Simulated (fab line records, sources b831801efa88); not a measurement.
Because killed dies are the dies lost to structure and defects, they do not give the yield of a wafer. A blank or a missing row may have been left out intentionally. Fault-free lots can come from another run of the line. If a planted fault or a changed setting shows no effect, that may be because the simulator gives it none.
One fault through the eyes of 2 desks    flow gf180mcu    every desk sees just its own numbers, and what lay behind them comes last

## THE TOOL OWNER'S DESK: litho track-03
The tool's own readings at GF_V5_HMDS_07 (prime time 60 s): means of the sampled wafers that have a number, for each lot that ran on this tool. If a lot's mean is further than 4 standard deviations from the usual mean, the lot is out of limits and carries the mark OUT (the distance appears in the brackets).
Columns: A = chill plate temp C at GF_V5_HMDS_07, usual 22.99 C; B = prime temp c at GF_V5_HMDS_07, usual 120.03 C
lot   first seen here  A      B
L855  day 30 03:04     23.00  119.97
L862  day 31 23:09     23.02  120.03
L864  day 32 11:15     22.91  119.28 (-5.4) OUT
L865  day 32 15:55     23.00  119.08 (-6.8) OUT
L866  day 32 20:57     22.93  119.25 (-5.5) OUT
This desk's verdict: out of limits on L864, L865, L866, starting with L864 at day 32 11:15 (prime temp c at GF_V5_HMDS_07). Within limits: L855, L862.

## THE METROLOGY DESK
What the gauges read, lot by lot, whatever tool the lot ran on: means of the sampled wafers that have a number. If a lot's mean is further than 4 standard deviations from the usual mean, the lot is out of limits and carries the mark OUT (the distance appears in the brackets).
Columns: A = M5_OVL at GF_M5_OVL_MEAS_08, usual -4 nm
lot   first seen here  A
L848  day 27 08:29     -3
L850  day 28 03:35     -7
L851  day 28 12:52     -6
L852  day 28 13:34     4
L853  day 29 04:39     -4
L855  day 29 17:28     -8
L856  day 30 00:10     -6
L857  day 30 03:01     -5
L862  day 31 14:01     2
L864  day 32 02:25     -10
L865  day 32 07:02     -3
L866  day 32 12:06     -12
L867  day 32 17:17     -4
L868  day 33 03:46     -5
This desk's verdict: no lot among the 14 shows anything out of limits.

## ALL TOGETHER
The tool owner's desk had the chance to raise an alarm at day 32 11:15 on L864, L865, L866.
Nothing out of limits was seen by the metrology desk.
The metrology desk has L864, L865, L866 on record, within its limits.
On litho track-03, each named lot ran GF_V5_HMDS_07.

## WHAT THE SIMULATOR PUT IN
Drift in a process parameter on litho track-03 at GF_V5_HMDS_07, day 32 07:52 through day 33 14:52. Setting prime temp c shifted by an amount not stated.
Struck lots among those shown: L864, L865, L866.
Each desk's first reading out of limits, in hours after the fault started: the tool owner's desk, 3.
